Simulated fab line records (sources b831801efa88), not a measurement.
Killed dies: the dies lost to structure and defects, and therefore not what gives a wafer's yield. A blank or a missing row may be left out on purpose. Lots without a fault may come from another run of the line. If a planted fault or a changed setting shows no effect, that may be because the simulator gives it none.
Which tool was responsible?	flow gf180mcu	6 lots, 18 wafers sampled, at 2 steps of a route of 602

WHAT THE GAUGES SHOWED, per wafer
GF_M4_RS_MEAS_05: measures by four-point-probe.
lot	measured	on	M4_ALCU_RS (ohm/sq)
L878	day 23 18:28	film metro-04	0.0693 0.0696 0.0693
L881	day 24 13:01	film metro-02	0.0688 0.0690 0.0692
L882	day 25 01:04	film metro-03	0.0708 0.0704 0.0701
L885	day 25 22:44	film metro-02	0.0690 0.0684 0.0697
L892	day 28 01:11	film metro-03	0.1895 0.1892 0.1927
L897	day 29 13:58	film metro-02	0.0681 0.0690 0.0684

TOOL THAT RAN EACH LOT (tool first, then ch and the chambers of the sampled wafers, then the start)
lot	GF_M4_SPUTTER_02
L878	pvd sputter-03, day 23 18:22
L881	pvd sputter-03, day 24 12:53
L882	pvd sputter-04, day 25 00:58
L885	pvd sputter-04, day 25 22:38
L892	pvd sputter-03, day 28 01:05
L897	pvd sputter-04, day 29 13:51
- GF_M4_SPUTTER_02: material AlCu, target thk 450 nm, time 23.9 s.

THE ANSWER, worked out from the rows above alone
Rule: the usual values come from the lots themselves. Put in order of their means at a reading, lots are off if they are a third of the lots or fewer, leave a main group of 4 or more, and stand apart from it by a gap of 3 or more times the standard deviation of the main group's means; of several such gaps the widest counts. Not used: any main group whose means are identical at the precision the tables above print for the reading. A lot without any number at a reading at which 4 lots or more have one is off too. The other lots that the step has rows for count as sound.
Off: L892, seen at GF_M4_RS_MEAS_05 (M4_ALCU_RS). Main group: mean 0.0693 ohm/sq, sd 0.00065.
If a tool, at a process step before that reading, ran all the lots that are off and no sound lot after the first of them, it fits. Gauges at GF_M4_RS_MEAS_05: tried the same way as those tools. Undecided on this evidence; 2 tools fit (pvd sputter-03 at GF_M4_SPUTTER_02, film metro-03 at GF_M4_RS_MEAS_05).

WHAT THE SIMULATOR HAD PUT IN
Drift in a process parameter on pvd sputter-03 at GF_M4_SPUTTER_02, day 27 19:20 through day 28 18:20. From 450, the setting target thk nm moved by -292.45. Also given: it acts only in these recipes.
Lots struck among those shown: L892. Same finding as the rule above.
